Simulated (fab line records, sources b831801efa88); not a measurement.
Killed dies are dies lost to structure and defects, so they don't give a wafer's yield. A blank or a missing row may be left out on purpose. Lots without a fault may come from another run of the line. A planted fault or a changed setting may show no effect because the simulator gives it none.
fab line records | flow sky130
record lots=12 wafers=36 last_day=48
route steps=708 shown PWDE@53 METAL1@451 METAL2@499
lots that met no fault: from a run of the same line without faults
start_h: hours from the record's first day to the start of the lot's first wafer shown | wait_h: hours since the lot's step before | " the same as in the row above | L1.1+2: a row that stands for several wafers | - no value, or no start given | * or withheld: withheld | < > ~ a bound
route shown NAME@n: a module of which the file shows steps, and the number in the route of the first | usual: mean/standard deviation of fault-free wafers | same: alike in all rows | chamber/n: place in a boat | sites: the reading at each site | _std_site: their standard deviation | _edge_site: outer sites' mean less inner sites' | radius_mm: how far each site lies from the wafer's centre | mask NAME#n: copy n | behind: the tool/chamber that last shaped the wafer | hold: why the lot was held/for how many hours/how that ended | device: the transistor (n, p or np) that didn't switch | end of line: the same wafers' tests at the end of the route | a step without rows: its recipe alone | killed: dies lost to structure and defects at the first sort, not the wafer's yield | map: a wafer's dies, x killed, . not, _ none there
set.NAME: the setting as run; set.NAME@STEP: as run at that earlier step | model.NAME: the simulator's own value behind a step, which no gauge read
steps of the route over a sample of lots; a table a step, a row a wafer
services: from which hour (start_h, from the record's first day; less than 0 if before it) a tool's chamber was out of use, for how many hours, and why
## steps
# step SKY_PWDE_IMPLANT_08
# recipe species=B energy_kev=150 dose_cm2=3.6e+12 tilt_deg=withheld
# usual beam_energy_keV=150.00/0.043 dose_ions_cm2=3.6e+12/4e+09 faraday_current_uA=20.2/0.41
# columns lot.wafer tool chamber start_h wait_h beam_energy_keV dose_ions_cm2 faraday_current_uA
L423.1 implanter-02 0 72.90 0.0 150.05 3.596e+12 20.1
L423.5 " 0 " " 150.02 3.594e+12 20.4
L423.6 " 0 " " 150.07 3.602e+12 20.1
L424.1 implanter-01 0 78.10 0.0 149.98 3.601e+12 20.3
L424.5 " 0 " " 150.00 3.601e+12 19.7
L424.6 " 0 " " 150.05 3.595e+12 20.3
L425.3 implanter-02 0 82.11 0.1 150.01 3.602e+12 20.3
L425.4 " 0 " " 150.03 3.602e+12 20.2
L425.5 " 0 " " 149.98 3.595e+12 19.8
L426.3 implanter-02 0 84.65 0.1 149.97 3.598e+12 20.1
L426.4 " 0 " " 150.00 3.599e+12 20.3
L426.6 " 0 " " 150.05 3.606e+12 20.2
L427.1 implanter-01 0 88.50 0.0 150.13 3.605e+12 20.2
L427.2 " 0 " " 149.99 3.599e+12 20.9
L427.3 " 0 " " 150.04 3.593e+12 20.1
L429.3 implanter-02 0 98.05 0.1 150.01 3.598e+12 20.2
L429.4 " 0 " " 150.00 3.599e+12 20.1
L429.5 " 0 " " 149.99 3.604e+12 19.8
L430.1 implanter-01 0 120.91 0.0 150.06 3.594e+12 20.7
L430.3 " 0 " " 149.95 3.597e+12 20.7
L430.6 " 0 " " 150.05 3.601e+12 19.2
L433.1 implanter-01 0 127.66 0.0 150.06 3.603e+12 20.4
L433.4 " 0 " " 149.96 3.601e+12 19.9
L433.6 " 0 " " 150.00 3.603e+12 20.1
L435.1 implanter-01 0 154.10 0.0 150.02 3.603e+12 20.2
L435.3 " 0 " " 150.00 3.6e+12 20.8
L435.5 " 0 " " 150.05 3.606e+12 19.9
L438.2 implanter-01 0 162.38 0.0 149.99 4.536e+12 25.5
L438.5 " 0 " " 149.97 4.543e+12 25.6
L438.6 " 0 " " 150.02 4.534e+12 25.7
L440.2 implanter-01 0 167.48 0.0 150.00 4.534e+12 24.6
L440.4 " 0 " " 149.97 4.532e+12 26.1
L440.5 " 0 " " 149.98 4.526e+12 24.9
L442.1 implanter-01 0 173.20 0.0 149.98 4.531e+12 25.2
L442.2 " 0 " " 149.96 4.533e+12 25.6
L442.4 " 0 " " 149.98 4.536e+12 24.4
# step SKY_PWDE_TW_MEAS_10
# usual PWDE_TW=375.3/1.6
# columns lot.wafer tool chamber start_h wait_h hold PWDE_TW
L423.1 film_metro-04 - 73.15 0.1 - 378.6
L423.5 " - " " - 376.5
L423.6 " - " " - 375.7
L424.1 film_metro-04 - 78.35 0.1 - 375.8
L424.5 " - " " - 377.0
L424.6 " - " " - 375.5
L425.3 film_metro-04 - 82.33 0.1 - 376.5
L425.4 " - " " - 378.3
L425.5 " - " " - 375.3
L426.3 film_metro-02 - 84.87 0.1 - 378.7
L426.4 " - " " - 376.9
L426.6 " - " " - 378.1
L427.1 film_metro-04 - 88.75 0.1 - 377.5
L427.2 " - " " - 376.8
L427.3 " - " " - 375.4
L429.3 film_metro-04 - 98.30 0.1 - 378.7
L429.4 " - " " - 379.7
L429.5 " - " " - 377.4
L430.1 film_metro-04 - 121.16 0.1 - 375.2
L430.3 " - " " - 375.7
L430.6 " - " " - 374.8
L433.1 film_metro-02 - 127.91 0.1 - 374.4
L433.4 " - " " - 373.5
L433.6 " - " " - 374.5
L435.1 film_metro-04 - 154.35 0.1 - 375.8
L435.3 " - " " - 376.9
L435.5 " - " " - 376.2
L438.2 film_metro-04 - 162.62 0.1 await_dispo/0.2h/release 403.8
L438.5 " - " " await_dispo/0.2h/release 402.4
L438.6 " - " " await_dispo/0.2h/release 403.2
L438.2 film_metro-04 - 162.84 0.2 - 402.8
L438.5 " - " " - 401.5
L438.6 " - " " - 404.5
L440.2 film_metro-04 - 167.71 0.1 await_dispo/0.2h/release 402.8
L440.4 " - " " await_dispo/0.2h/release 401.9
L440.5 " - " " await_dispo/0.2h/release 403.5
L440.2 film_metro-04 - 168.01 0.3 - 401.8
L440.4 " - " " - 404.1
L440.5 " - " " - 401.1
L442.1 film_metro-02 - 173.45 0.1 await_dispo/0.2h/release 402.9
L442.2 " - " " await_dispo/0.2h/release 401.6
L442.4 " - " " await_dispo/0.2h/release 400.8
L442.1 film_metro-02 - 173.68 0.2 - 400.4
L442.2 " - " " - 400.4
L442.4 " - " " - 401.4
# step SKY_NWELL_RS_MEAS_31
# recipe thk_meas_gauge=four-point-probe
# usual PWDE_RS=5267/19
# columns lot.wafer tool chamber start_h wait_h hold PWDE_RS[ohm/sq]
L423.1 film_metro-03 - 105.55 0.1 - 5229
L423.5 " - " " - 5253
L423.6 " - " " - 5249
L424.1 film_metro-02 - 112.65 0.1 - 5301
L424.5 " - " " - 5308
L424.6 " - " " - 5306
L425.3 film_metro-03 - 116.85 0.1 - 5261
L425.4 " - " " - 5241
L425.5 " - " " - 5268
L426.3 film_metro-04 - 119.71 0.1 - 5246
L426.4 " - " " - 5236
L426.6 " - " " - 5250
L427.1 film_metro-02 - 124.15 0.1 - 5264
L427.2 " - " " - 5269
L427.3 " - " " - 5263
L429.3 film_metro-04 - 136.41 0.1 - 5271
L429.4 " - " " - 5255
L429.5 " - " " - 5256
L430.1 film_metro-04 - 160.36 0.1 - 5254
L430.3 " - " " - 5266
L430.6 " - " " - 5244
L433.1 film_metro-02 - 167.71 0.1 - 5260
L433.4 " - " " - 5266
L433.6 " - " " - 5261
L435.1 film_metro-04 - 197.21 0.1 - 5255
L435.3 " - " " - 5265
L435.5 " - " " - 5245
L438.2 film_metro-04 - 205.63 0.1 await_dispo/0.2h/release 4390
L438.5 " - " " await_dispo/0.2h/release 4404
L438.6 " - " " await_dispo/0.2h/release 4393
L438.2 film_metro-04 - 205.92 0.3 - 4385
L438.5 " - " " - 4413
L438.6 " - " " - 4402
L440.2 film_metro-04 - 210.69 0.1 await_dispo/0.2h/release 4395
L440.4 " - " " await_dispo/0.2h/release 4416
L440.5 " - " " await_dispo/0.2h/release 4397
L440.2 film_metro-04 - 210.98 0.3 - 4412
L440.4 " - " " - 4404
L440.5 " - " " - 4400
L442.1 film_metro-04 - 217.87 0.1 await_dispo/0.2h/release 4381
L442.2 " - " " await_dispo/0.2h/release 4374
L442.4 " - " " await_dispo/0.2h/release 4382
L442.1 film_metro-04 - 218.16 0.3 - 4384
L442.2 " - " " - 4373
L442.4 " - " " - 4376
# step SKY_METAL1_DESCUM_17
# recipe chemistry=O2 source_power_w=150 bias_power_w=0 pressure_mtorr=10 temp_c=40 time_s=8
# usual drypump_motor_current_A=5.65/0.23 he_backside_leak_sccm=3.32/0.26 oes_product_au=1.007/0.0088 temp_c=39.99/0.11
# columns lot.wafer tool chamber start_h wait_h drypump_motor_current_A he_backside_leak_sccm oes_product_au rf_hours_counter_h temp_c
L423.1 rie_metal-03 1 761.63 0.0 5.62 3.09 1.002 1 39.94
L423.5 " 0 " " 5.73 3.30 1.015 - 40.20
L423.6 " 1 " " 5.61 3.11 0.998 - 39.85
L424.1 rie_metal-01 1 761.72 0.0 5.64 3.24 1.006 10 39.99
L424.5 " 0 " " 5.79 3.53 1.003 - 40.10
L424.6 " 1 " " 5.60 3.23 1.005 - 39.91
L425.3 rie_metal-04 1 772.14 0.0 5.98 3.48 1.005 - 40.04
L425.4 " 0 " " 5.26 3.32 1.038 - 39.83
L425.5 " 1 " " 5.99 3.60 1.006 - 40.09
L426.3 rie_metal-04 0 776.98 0.0 5.29 3.48 1.033 - 39.99
L426.4 " 1 " " 6.00 3.55 1.016 - 40.02
L426.6 " 1 " " 6.02 3.43 1.020 - 40.06
L427.1 rie_metal-04 1 781.73 0.0 6.00 3.28 1.016 15 39.91
L427.2 " 0 " " 5.27 3.10 1.021 1 39.99
L427.3 " 0 " " 5.25 3.14 1.012 - 39.98
L429.3 rie_metal-04 0 801.94 0.0 5.26 3.26 1.013 - 40.00
L429.4 " 1 " " 6.01 3.50 1.004 - 39.85
L429.5 " 0 " " 5.28 3.11 1.000 - 39.83
L430.1 rie_metal-03 1 824.02 0.0 5.61 3.17 0.994 3 39.98
L430.3 " 0 " " 5.68 2.96 1.014 - 40.02
L430.6 " 0 " " 5.65 2.75 1.012 - 39.92
L433.1 rie_metal-01 0 839.47 0.0 5.76 3.41 0.990 12 40.01
L433.4 " 0 " " 5.76 3.44 0.995 - 39.85
L433.6 " 0 " " 5.76 3.68 0.990 - 39.94
L435.1 rie_metal-04 1 872.72 0.0 6.01 3.27 1.014 2 40.04
L435.3 " 1 " " 6.01 3.47 1.011 - 40.00
L435.5 " 1 " " 6.00 3.40 1.015 - 39.91
# step SKY_METAL2_OVL_MEAS_16
# usual METAL2_OVL=-2/5.5
# columns lot.wafer tool chamber start_h wait_h METAL2_OVL[nm]
L424.1 overlay-01 - 818.57 0.1 3
L424.5 " - " " 0
L424.6 " - " " -8
L423.1 overlay-01 - 818.90 0.1 -2
L423.5 " - " " -3
L423.6 " - " " -7
L425.3 overlay-01 - 827.65 0.1 1
L425.4 " - " " -7
L425.5 " - " " -2
L426.3 overlay-01 - 832.50 0.1 5
L426.4 " - " " 2
L426.6 " - " " 0
L427.1 overlay-01 - 837.79 0.1 5
L427.2 " - " " -6
L427.3 " - " " 3
L429.3 overlay-01 - 857.01 0.1 1
L429.4 " - " " 2
L429.5 " - " " 0
L430.1 overlay-02 - 879.44 0.1 -5
L430.3 " - " " 1
L430.6 " - " " -1
L433.1 overlay-01 - 894.79 0.1 -7
L433.4 " - " " -3
L433.6 " - " " -2
L435.1 overlay-02 - 925.45 0.1 6
L435.3 " - " " 6
L435.5 " - " " 4
# step SKY_METAL2_DESCUM_17
# recipe chemistry=O2 source_power_w=150 bias_power_w=0 pressure_mtorr=10 temp_c=40 time_s=8
# usual drypump_motor_current_A=5.9/0.34 he_backside_leak_sccm=3.30/0.26 oes_product_au=1.003/0.0092 temp_c=40.02/0.1
# columns lot.wafer tool chamber start_h wait_h drypump_motor_current_A he_backside_leak_sccm oes_product_au rf_hours_counter_h temp_c
L424.1 rie_metal-02 0 818.61 0.0 6.4 3.13 0.996 16 39.95
L424.5 " 1 " " 6.4 3.43 0.975 - 40.11
L424.6 " 0 " " 6.4 3.16 0.984 - 39.86
L423.1 rie_metal-01 0 818.94 0.0 5.7 4.88 1.012 11 40.06
L423.5 " 0 " " 5.8 3.34 1.002 - 40.12
L423.6 " 1 " " 5.6 3.27 1.000 - 39.92
L425.3 rie_metal-03 1 827.69 0.0 5.6 3.27 1.004 - 39.93
L425.4 " 0 " " 5.6 2.90 1.009 - 40.00
L425.5 " 1 " " 5.6 3.17 1.008 - 39.78
L426.3 rie_metal-03 1 832.53 0.0 5.6 3.33 0.995 - 40.01
L426.4 " 0 " " 5.6 3.03 1.022 - 40.08
L426.6 " 0 " " 5.7 2.86 1.012 - 40.04
L427.1 rie_metal-03 0 837.83 0.0 5.7 2.95 1.022 15 40.05
L427.2 " 1 " " 5.6 3.12 1.006 4 39.90
L427.3 " 1 " " 5.6 3.16 0.992 - 39.77
L429.3 rie_metal-01 1 857.05 0.0 5.6 3.37 1.001 - 40.01
L429.4 " 0 " " 5.8 3.55 0.999 - 40.09
L429.5 " 0 " " 5.7 3.75 1.007 - 39.97
L430.1 rie_metal-01 1 879.48 0.0 5.6 3.30 1.012 15 40.03
L430.3 " 0 " " 5.7 3.58 1.014 - 40.18
L430.6 " 1 " " 5.6 3.29 1.004 - 40.17
L433.1 rie_metal-03 0 894.83 0.0 5.7 3.00 1.012 18 40.07
L433.4 " 0 " " 5.7 3.15 1.002 - 39.94
L433.6 " 0 " " 5.7 3.23 0.994 - 39.97
L435.1 rie_metal-02 0 925.49 0.0 6.4 3.02 1.003 3 40.17
L435.3 " 0 " " 6.4 3.05 1.010 - 40.07
L435.5 " 0 " " 6.3 3.15 1.005 - 40.24
## services
# columns tool chamber start_h hours kind
implanter-01 - 71.47 4.1 pm
rie_metal-03 1 93.45 21.1 repair
rie_metal-01 - 130.43 0.4 repair
rie_metal-01 1 137.19 17.6 repair
rie_metal-01 - 201.55 2.8 pm
rie_metal-03 0 234.00 2.6 repair
rie_metal-01 - 258.55 14.6 pm
rie_metal-04 0 330.22 2.2 repair
rie_metal-04 - 390.63 0.5 repair
rie_metal-03 - 396.48 0.9 repair
implanter-01 - 407.01 5.2 repair
rie_metal-04 0 460.32 5.8 repair
rie_metal-01 - 483.22 0.9 repair
implanter-01 - 521.45 4.4 repair
rie_metal-04 - 542.80 2.1 repair
implanter-01 - 560.47 3.5 pm
implanter-01 - 564.00 3.2 pm
rie_metal-04 - 601.48 1.7 repair
implanter-01 - 652.11 2.4 repair
implanter-01 - 658.25 3.8 repair
rie_metal-01 - 665.93 0.2 repair
rie_metal-01 1 712.33 3.0 repair
rie_metal-03 0 723.10 4.6 repair
implanter-01 - 779.58 1.1 repair
## key
first_sign step=SKY_PWDE_IMPLANT_08 reading=dose_ions_cm2 direction=up sigmas=99+ usual=* struck=*
effect step=SKY_PWDE_IMPLANT_08 reading=faraday_current_uA direction=up sigmas=12 usual=20.2 struck=25.3
effect step=SKY_PWDE_TW_MEAS_10 reading=visit direction=added
effect step=SKY_PWDE_TW_MEAS_10 reading=PWDE_TW direction=up sigmas=17 usual=375.3 struck=402.5
effect step=SKY_NWELL_RS_MEAS_31 reading=PWDE_RS direction=down sigmas=46 usual=5267 struck=4392
met_at SKY_PWDE_IMPLANT_08
struck_lots L438,L440,L442
scrapped_behind SKY_NWELL_RS_MEAS_31 L438.2,L438.5,L438.6,L440.2,L440.4,L440.5,L442.1,L442.2,L442.4
not_acting_at SKY_METAL1_DESCUM_17,SKY_METAL2_OVL_MEAS_16,SKY_METAL2_DESCUM_17
onset_between 154.10 162.38
fault kind=process_parameter_drift tool=implanter-01 chamber=- onset_h=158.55 steps=SKY_PWDE_IMPLANT_08 channel=dose_cm2 offset=* shape=step end_h=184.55 acts_in=* stated=*
